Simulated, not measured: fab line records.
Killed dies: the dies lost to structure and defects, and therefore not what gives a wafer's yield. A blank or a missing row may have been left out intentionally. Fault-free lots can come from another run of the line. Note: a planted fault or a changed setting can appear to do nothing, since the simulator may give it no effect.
fab line records    flow sky130    part 2 of 2: steps 44 to 44 of 44
record: lots: 6  wafers: 17  lastDay: 51
route steps=708 shown VIA2@527 METAL3@532 CAPM@537 PAD_OPEN@708
lots untouched by any fault: they come from a run of this same line in which no faults occurred
startH: hours from the record's first day to the start of the lot's first wafer shown    waitH: how many hours have passed since the lot's step before this one    " repeats the value in the row above    L1.1+2: one row covering several wafers at once    - no value present, or no start provided    * or withheld: withheld    < > ~ a bound
route shown NAME@n: names a module that has steps shown in the file, with the first one's number in the route    usual: average and standard deviation across the fault-free wafers    same: alike in all rows    chamber/n: place in a boat    sites: readings site by site    _std_site: their standard deviation    _edge_site: the outer-site mean with the inner-site mean subtracted    radiusMm: for every site, how far away it sits from the centre of the wafer    mask NAME#n: copy n    behind: tool/chamber where the wafer was last shaped    hold: why the lot went on hold/how many hours it stayed there/how the hold came to an end    device: names the non-switching transistor (n, p or np)    end of line: at the end of the route, the tests of the same wafers    step lacking rows: just its recipe    killed: dies that structure and defects cost at the first sort, which is not the same as the wafer's yield    map: per-die view of a wafer (x killed, . not killed, _ where there is no die)
set.NAME: setting as actually run; set.NAME@STEP: the setting as run at that earlier step    model.NAME: the simulator's own value behind a step, which no gauge read
lots at some steps of the route; a table a step, a row a wafer
services: when a tool's chamber went out of use (startH, in hours from the record's first day, below 0 if earlier), for how many hours, and the reason
== steps ==
step: SKY_PAD_OPEN_PROBE_99
usual: defectLimitedYield: 82.6/1.7  killed_at_M0_to_M3: 43/7  killed_at_M4_up: 3.1/1.5  killedAtContacts: 23/4.9  killedAtFrontEnd: 16/3.9  killedAtOther: 0.3/0.52  killedDies: 86/8.2  killedOpen: 47/6.1  killedShort: 38/5.8  sort_bin_3_pad_short: 0.8/0.41  sort_bin_5_function: 10.2/1.3  sort_bin_6_memory: 6.4/1.1  sortNPass: 406/8.2  sortYieldPct: 82.6/1.7
same: grossDies: 492  killedAtBackSide: 0  sort_bin_4_leakage[%]: 0  sort_bin_8_speed[%]: 0
lot.wafer  tool       chamber  startH   waitH  defectLimitedYield[%]  killed_at_M0_to_M3  killed_at_M4_up  killedAtContacts  killedAtFrontEnd  killedAtOther  killedDies  killedOpen  killedShort  sort_bin_3_pad_short[%]  sort_bin_5_function[%]  sort_bin_6_memory[%]  sortNPass  sortYieldPct[%]  model.etest.capMim.plateOhmSq  model.etest.capMim.bvV  model.etest.capMim.leakLog10ACm2
L201.1     prober-01  -        1119.60  0.1    82.7                   46                  4                25                10                0              85          57          27           0.2                      8.7                     8.3                   407        82.7             5.833                          13.81                   -8.688
L201.2     prober-01  -        1119.65  0.1    81.5                   41                  3                30                17                0              91          43          48           1.2                      10.8                    6.5                   401        81.5             5.933                          13.87                   -8.994
L201.6     prober-01  -        1119.85  0.2    81.3                   49                  2                29                12                0              92          60          32           0.8                      10.2                    7.7                   400        81.3             5.863                          14.12                   -8.896
L206.3     prober-01  -        1153.24  0.2    80.1                   46                  5                23                23                1              98          47          50           0.8                      12.0                    7.1                   394        80.1             6.035                          13.87                   -8.821
L206.4     prober-01  -        1153.29  0.2    87.0                   34                  1                18                11                0              64          31          33           0.6                      7.9                     4.5                   428        87.0             19.62                          9.968                   -7.061
L206.6     prober-01  -        1153.39  0.2    82.9                   44                  3                18                19                0              84          44          40           1.0                      9.1                     6.9                   408        82.9             5.877                          13.82                   -8.882
L210.1     prober-02  -        1180.67  0.1    80.5                   50                  3                24                18                1              96          54          42           0.6                      9.6                     9.3                   396        80.5             18.34                          10.52                   -7.238
L210.2     prober-02  -        1180.72  0.1    84.1                   44                  2                17                14                1              78          49          29           0.8                      8.9                     6.1                   414        84.1             5.967                          13.83                   -8.975
L215.1     prober-01  -        1206.40  0.1    84.6                   42                  1                15                18                0              76          46          30           0.8                      10.8                    3.9                   416        84.6             6.14                           14.25                   -9.1
L215.3     prober-01  -        1206.50  0.2    82.3                   44                  2                23                18                0              87          42          45           0.8                      9.8                     7.1                   405        82.3             6.182                          13.41                   -8.781
L215.4     prober-01  -        1206.55  0.2    83.3                   44                  5                14                19                0              82          50          32           0.8                      9.1                     6.7                   410        83.3             6.102                          13.73                   -8.924
L219.2     prober-01  -        1219.60  0.1    80.1                   52                  4                30                12                0              98          65          31           0.8                      12.2                    6.9                   394        80.1             6.042                          14.11                   -8.873
L219.4     prober-01  -        1219.70  0.2    82.7                   45                  4                22                14                0              85          38          46           1.4                      10.6                    5.3                   407        82.7             6.038                          14.08                   -9.063
L219.5     prober-01  -        1219.75  0.2    82.1                   41                  2                28                17                0              88          55          32           0.4                      11.6                    5.9                   404        82.1             5.952                          14.44                   -9.027
L222.1     prober-02  -        1225.41  0.1    83.1                   44                  2                23                14                0              83          43          40           1.0                      9.3                     6.5                   409        83.1             6.163                          13.49                   -9.026
L222.4     prober-02  -        1225.56  0.2    83.7                   35                  2                28                13                2              80          44          36           1.0                      9.3                     5.9                   412        83.7             6.149                          13.77                   -8.85
L222.6     prober-02  -        1225.66  0.2    82.3                   43                  5                29                10                0              87          49          38           0                        10.8                    6.9                   405        82.3             6.164                          13.76                   -9.127
killed by level:class
L201.1 VIA1:geometricParticle:open=14 LI_CONTACT:geometricParticle:open=9 VIA3:geometricParticle:open=8 VIA2:geometricParticle:open=8 CONTACT:geometricParticle:open=7 METAL2:geometricParticle:short=5 CONTACT:geometricParticle:short=4 METAL1:geometricParticle:short=4
L201.2 LI_CONTACT:geometricParticle:open=9 CONTACT:geometricParticle:open=8 METAL1:geometricParticle:short=8 VIA1:geometricParticle:open=8 METAL2:geometricParticle:short=6 FIELD_ISO:geometricParticle:open=5 VIA3:geometricParticle:short=5 CONTACT:geometricParticle:short=5
L201.6 CONTACT:geometricParticle:open=15 VIA1:geometricParticle:open=15 VIA2:geometricParticle:open=9 FIELD_ISO:geometricParticle:open=6 VIA3:geometricParticle:open=6 LOCAL_INTERCONNECT:geometricParticle:short=5 LI_CONTACT:geometricParticle:open=4 CONTACT:geometricParticle:short=4
L206.3 VIA1:geometricParticle:open=12 CONTACT:geometricParticle:open=9 POLY_GATE:geometricParticle:short=8 CONTACT:geometricParticle:short=7 POLY_GATE:geometricParticle:open=6 METAL1:geometricParticle:short=6 VIA1:geometricParticle:short=6 METAL2:geometricParticle:short=5
L206.4 VIA1:geometricParticle:open=7 FIELD_ISO:geometricParticle:short=5 LI_CONTACT:geometricParticle:open=5 CONTACT:geometricParticle:open=5 CONTACT:geometricParticle:short=4 METAL1:geometricParticle:short=4 VIA1:geometricParticle:short=4 METAL2:geometricParticle:short=4
L206.6 VIA1:geometricParticle:open=11 CONTACT:geometricParticle:open=10 METAL1:geometricParticle:short=7 FIELD_ISO:geometricParticle:short=6 FIELD_ISO:geometricParticle:open=5 LOCAL_INTERCONNECT:geometricParticle:short=4 VIA2:geometricParticle:short=4 VIA2:geometricParticle:open=4
L210.1 VIA1:geometricParticle:open=12 CONTACT:geometricParticle:open=10 VIA2:geometricParticle:open=9 POLY_GATE:geometricParticle:short=6 LI_CONTACT:geometricParticle:open=6 FIELD_ISO:geometricParticle:open=5 METAL2:geometricParticle:short=5 FIELD_ISO:geometricParticle:short=4
L210.2 VIA1:geometricParticle:open=12 LI_CONTACT:geometricParticle:open=7 VIA1:geometricParticle:short=7 FIELD_ISO:geometricParticle:open=6 CONTACT:geometricParticle:open=6 VIA2:geometricParticle:short=6 VIA2:geometricParticle:open=5 POLY_GATE:geometricParticle:short=3
L215.1 VIA1:geometricParticle:open=13 LI_CONTACT:geometricParticle:open=6 VIA2:geometricParticle:open=6 VIA3:geometricParticle:open=6 CONTACT:geometricParticle:open=4 METAL2:geometricParticle:short=4 POLY_GATE:geometricParticle:short=4 FIELD_ISO:geometricParticle:open=3
L215.3 LI_CONTACT:geometricParticle:open=9 VIA3:geometricParticle:open=9 METAL2:geometricParticle:short=8 VIA2:geometricParticle:open=8 CONTACT:geometricParticle:short=7 VIA1:geometricParticle:open=7 METAL1:geometricParticle:short=6 POLY_GATE:geometricParticle:short=5
L215.4 VIA2:geometricParticle:open=14 CONTACT:geometricParticle:open=6 METAL3:geometricParticle:short=5 VIA3:geometricParticle:open=5 FIELD_ISO:geometricParticle:open=4 POLY_GATE:geometricParticle:open=4 METAL1:geometricParticle:short=4 VIA1:geometricParticle:open=4
L219.2 VIA2:geometricParticle:open=13 CONTACT:geometricParticle:open=11 VIA1:geometricParticle:open=11 LI_CONTACT:geometricParticle:open=8 VIA3:geometricParticle:open=8 CONTACT:geometricParticle:short=7 METAL1:geometricParticle:short=6 METAL1:geometricParticle:open=4
L219.4 LOCAL_INTERCONNECT:geometricParticle:short=9 VIA3:geometricParticle:open=8 FIELD_ISO:geometricParticle:open=7 VIA1:geometricParticle:open=7 METAL1:geometricParticle:short=6 CONTACT:geometricParticle:open=5 VIA1:geometricParticle:short=5 VIA2:geometricParticle:short=5
L219.5 CONTACT:geometricParticle:open=13 VIA3:geometricParticle:open=9 VIA1:geometricParticle:open=9 FIELD_ISO:geometricParticle:short=7 LI_CONTACT:geometricParticle:open=7 FIELD_ISO:geometricParticle:open=5 METAL2:geometricParticle:short=5 VIA2:geometricParticle:open=5
L222.1 VIA1:geometricParticle:open=15 LI_CONTACT:geometricParticle:open=7 LOCAL_INTERCONNECT:geometricParticle:short=5 CONTACT:geometricParticle:open=5 VIA1:geometricParticle:short=5 VIA2:geometricParticle:open=5 METAL2:geometricParticle:short=5 LI_CONTACT:geometricParticle:short=4
L222.4 CONTACT:geometricParticle:open=11 LI_CONTACT:geometricParticle:open=9 METAL1:geometricParticle:short=6 VIA1:geometricParticle:short=6 VIA1:geometricParticle:open=5 VIA2:geometricParticle:open=5 VIA3:geometricParticle:open=5 FIELD_ISO:geometricParticle:short=3
L222.6 CONTACT:geometricParticle:open=11 VIA1:geometricParticle:open=9 VIA2:geometricParticle:open=7 VIA1:geometricParticle:short=6 LI_CONTACT:geometricParticle:open=6 CONTACT:geometricParticle:short=6 VIA3:geometricParticle:open=5 METAL2:geometricParticle:short=5
== services ==
tool           chamber  startH   hours  kind
cmp-02         -        876.07   0.5    repair
rieMetal-02    0        884.12   -      clean
rieMetal-02    0        884.12   17.8   scheduledDown
rieMetal-02    0        884.12   17.8   ventCycle
cmp-02         -        907.53   3.5    repair
cmp-01         -        915.85   4.0    pm
rieMetal-02    0        925.63   8.6    repair
pvdSputter-02  -        937.82   1.3    repair
cmp-01         -        941.23   4.9    pm
cmp-02         -        950.58   5.5    pm
cmp-01         -        963.10   5.9    pm
pvdSputter-02  -        970.14   3.6    repair
cmp-01         -        975.45   0.4    repair
rieMetal-03    1        979.39   12.3   repair
rieMetal-04    0        1008.53  18.8   repair
rieMetal-03    0        1015.19  -      clean
rieMetal-03    0        1015.19  30.9   scheduledDown
rieMetal-03    0        1015.19  30.9   ventCycle
pvdSputter-03  -        1019.54  3.4    repair
pvdSputter-01  -        1037.97  3.9    repair
rieMetal-03    1        1046.11  -      clean
rieMetal-03    1        1046.11  23.3   scheduledDown
rieMetal-02    0        1052.98  8.8    repair
rieMetal-03    -        1053.67  0.7    repair
== key ==
firstSign: step: SKY_CAPM_RS_MEAS_03  reading: CAPM_TIN_RS  direction: up  sigmas: 99+  usual: 6.88  struck: 22.81
effect: step: SKY_CAPM_THK_MEAS_04  reading: CAPM_TIN_THK  direction: down  sigmas: 44  usual: 201  struck: 64
effect: step: SKY_CAPM_METAL_ETCH_13  reading: oesProductAu  direction: down  sigmas: 41  usual: 0.943  struck: 0.554
modelEffect: step: SKY_CAPM_SPUTTER_02  value: TiN_of_CAPM_SPUTTER_02.thkNm  without: 203.6  struck: 63.77
modelEffect: step: SKY_METAL3_STRIP_20  value: TiN_of_CAPM_SPUTTER_02.thkNm  without: 202.8  struck: 62.92
modelEffect: step: SKY_PAD_OPEN_PROBE_99  value: etest.capMim.plateOhmSq  without: 5.937  struck: 18.98
metAt SKY_CAPM_SPUTTER_02
struckWafers L206.4,L210.1
fault: kind: processParameterDrift  tool: pvdSputter-02  chamber: -  onsetH: 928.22  steps: SKY_CAPM_SPUTTER_02  channel: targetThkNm  offset: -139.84  shape: step  endH: 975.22  scope: struckWafersOnly  actsIn: theseRecipesOnly  stated: 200
